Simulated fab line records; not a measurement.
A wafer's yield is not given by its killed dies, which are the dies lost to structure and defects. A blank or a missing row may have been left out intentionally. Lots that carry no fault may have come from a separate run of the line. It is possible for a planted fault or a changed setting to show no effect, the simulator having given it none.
Comparing a struck lot with a sound one -- flow sky130 -- 25 out of 708 route steps
Sound: the wafers L361.1, L361.3, L361.5. Wafers struck: L366.1, L366.3, L366.5. Last of all comes the cause.
Per side, at each step with rows, come the tool, then ch with its chambers, and then its first start. Under that, the readings that differ: sound wafers -- struck wafers -- difference of the means -- sigmas: that difference in standard deviations of wafers without a fault.
alike: readings with means less than 2 such deviations apart, plus words and numbers identical on both sides. not compared: withheld readings, readings lacking a value on some wafer, bounds such as >300 that could conceal the same value, and numbers that have no deviation in the record and whose values overlap.
Wherever a step has rows on one side only, a row that says differs or no value, or a row with sigmas, the two part there. Numbers that don't overlap but have no deviation are shown without sigmas and don't part them. Lack of a reading on every wafer of one side parts them only where that side has two or more wafers.

SKY_POLY_CUT_ETCH_11: etches Si3N4 in CF4/CH2F2/Ar, stops on poly-Si, time 42.5 s, target depth 60 nm.
  sound on rie-diel-03 ch 1,3, day 25 04:53; struck on rie-diel-01 ch 0,1,3, day 27 10:56
  alike: drypump-motor-current-A, oes-product-au, throttle-valve-pct
  not compared: rf-hours-counter-h
SKY_POLY_CUT_STRIP_12: strips in O2/N2.
  sound on plasma-asher-01 ch 0,1, day 25 04:56; struck on plasma-asher-01 ch 0, day 27 10:59
  alike: drypump-motor-current-A, oes-product-au, strip-time-to-endpoint-s
  not compared: rf-hours-counter-h
then, 7 steps without rows for these wafers: SKY_SD_P_DEHYDRATE_00 (time 60 s); SKY_SD_P_HMDS_01 (prime time 60 s); SKY_SD_P_COAT_02 (resist thk 1140 nm); SKY_SD_P_SOFTBAKE_03 (time 60 s); SKY_SD_P_EXPOSE_04 (exposes mask PSDM, target cd 380 nm); SKY_SD_P_PEB_05; SKY_SD_P_DEVELOP_06 (develop time 60 s).
SKY_SD_P_CD_MEAS_07 targets a cd of 380 nm.
  struck on cd-sem-02, day 28 14:19; sound on cd-sem-01, day 26 10:26
  alike: cd-nm
SKY_SD_P_OVL_MEAS_08:
  struck on overlay-02, day 28 14:26; sound on overlay-01, day 26 10:34
  alike: SD_P_OVL
following that, these wafers have no rows for 1 step: SKY_SD_P_IMPLANT_09.
SKY_SD_P_STRIP_10: strips in O2/N2.
  sound on plasma-asher-01 ch 0,1, day 26 10:45; struck on plasma-asher-04 ch 0,1, day 28 14:37
reading,sound,struck,difference,sigmas
oes-product-au (a.u.),0.614 0.614 0.618,0.555 0.565 0.549,-0.059,-13
strip-time-to-endpoint-s (s),17.53 17.49 17.48,- - -,no value on the struck wafers,
model.NOVOLAK_of_SD_P_COAT_02.thk-nm (nm),0 0 0,692.9 694.6 694.2,+693.9,
  alike: drypump-motor-current-A
  not compared: rf-hours-counter-h
SKY_SD_P_TW_MEAS_11:
  struck on film-metro-02, day 28 14:43; sound on film-metro-01, day 26 10:51
  alike: SD_P_TW
then, 8 steps without rows for these wafers: SKY_RES_XHIGH_DEHYDRATE_00 (time 60 s); SKY_RES_XHIGH_HMDS_01 (prime time 60 s); SKY_RES_XHIGH_COAT_02 (resist thk 1140 nm); SKY_RES_XHIGH_SOFTBAKE_03 (time 60 s); SKY_RES_XHIGH_EXPOSE_04 (exposes mask URPM, target cd 1270 nm); SKY_RES_XHIGH_PEB_05; SKY_RES_XHIGH_DEVELOP_06 (develop time 60 s); SKY_RES_XHIGH_IMPLANT_07.
SKY_RES_XHIGH_STRIP_08: strips in O2/N2.
  sound on plasma-asher-02 ch 0,1, day 27 15:41; struck on plasma-asher-04 ch 0,1, day 29 16:56
reading,sound,struck,difference,sigmas
strip-time-to-endpoint-s (s),14.33 14.34 14.34,24.59 24.68 24.61,+10.29,+99 or more
  alike: drypump-motor-current-A, oes-product-au
  not compared: rf-hours-counter-h
SKY_RES_XHIGH_TW_MEAS_09:
  struck on film-metro-01, day 29 17:02; sound on film-metro-04, day 27 15:47
reading,sound,struck,difference,sigmas
RES_XHIGH_TW,1659 1654 1652,30 30 30,-1625,-99 or more
then, 1 step without rows for these wafers: SKY_SD_N_DEHYDRATE_00 (time 60 s).

WHERE THEY PART
First at SKY_SD_P_STRIP_10; last, within this record, at SKY_RES_XHIGH_TW_MEAS_09.

WHY: the cause the simulator had injected
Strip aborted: plasma-asher-04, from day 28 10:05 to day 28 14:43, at SKY_SD_P_STRIP_10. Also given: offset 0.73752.
